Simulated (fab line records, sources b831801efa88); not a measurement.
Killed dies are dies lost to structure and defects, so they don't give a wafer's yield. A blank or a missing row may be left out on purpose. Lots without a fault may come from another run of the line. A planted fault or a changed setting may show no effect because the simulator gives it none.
Which tool did it? | flow gf180mcu | 7 lots, 21 wafers sampled, at 2 steps of a route of 602

WHAT THE GAUGES READ, wafer by wafer
GF_MVSD_TW_MEAS_11.
lot  | measured    | on            | MVSD_TW
L670 | day 4 16:59 | film_metro-04 | 1588 1588 1591
L672 | day 5 01:42 | film_metro-04 | 1576 1586 1576
L675 | day 5 20:11 | film_metro-03 | 1591 1595 1585
L677 | day 6 06:46 | film_metro-01 | 1603 1592 1596
L681 | day 7 13:23 | film_metro-01 | 1529 1527 1528
L683 | day 7 22:41 | film_metro-03 | 1529 1529 1525
L691 | day 9 19:41 | film_metro-01 | 1602 1587 1585

WHICH TOOL RAN EACH LOT (tool, then ch and the chambers of the sampled wafers, then the start)
lot  | GF_MVSD_IMPLANT_09
L670 | implanter-01 ch 0, day 4 16:44
L672 | implanter-03 ch 0, day 5 01:27
L675 | implanter-01 ch 0, day 5 19:56
L677 | implanter-02 ch 0, day 6 06:32
L681 | implanter-02, day 7 13:08
L683 | implanter-01, day 7 22:26
L691 | implanter-03 ch 0, day 9 19:26
- GF_MVSD_IMPLANT_09

THE ANSWER, worked out from the rows above alone
Rule: what is usual is taken from the lots themselves. Put in order of their means at a reading, lots are off if they are a third of the lots or fewer, leave a main group of 4 or more, and stand apart from it by a gap of 3 or more times the standard deviation of the main group's means; of several such gaps the widest counts. A main group whose means are all the same, to the digits that the tables above print for the reading, isn't used. A lot without any number at a reading at which 4 lots or more have one is off too. The other lots that the step has rows for count as sound.
Off: L681, L683, at GF_MVSD_TW_MEAS_11 (MVSD_TW). The main group: mean 1589, standard deviation 5.7.
A tool fits if, at a process step before that reading, it ran every lot that is off, and no sound lot after the first of them. The gauges at GF_MVSD_TW_MEAS_11 are tried like those tools. None of those tried fits.

WHAT THE SIMULATOR HAD PUT IN
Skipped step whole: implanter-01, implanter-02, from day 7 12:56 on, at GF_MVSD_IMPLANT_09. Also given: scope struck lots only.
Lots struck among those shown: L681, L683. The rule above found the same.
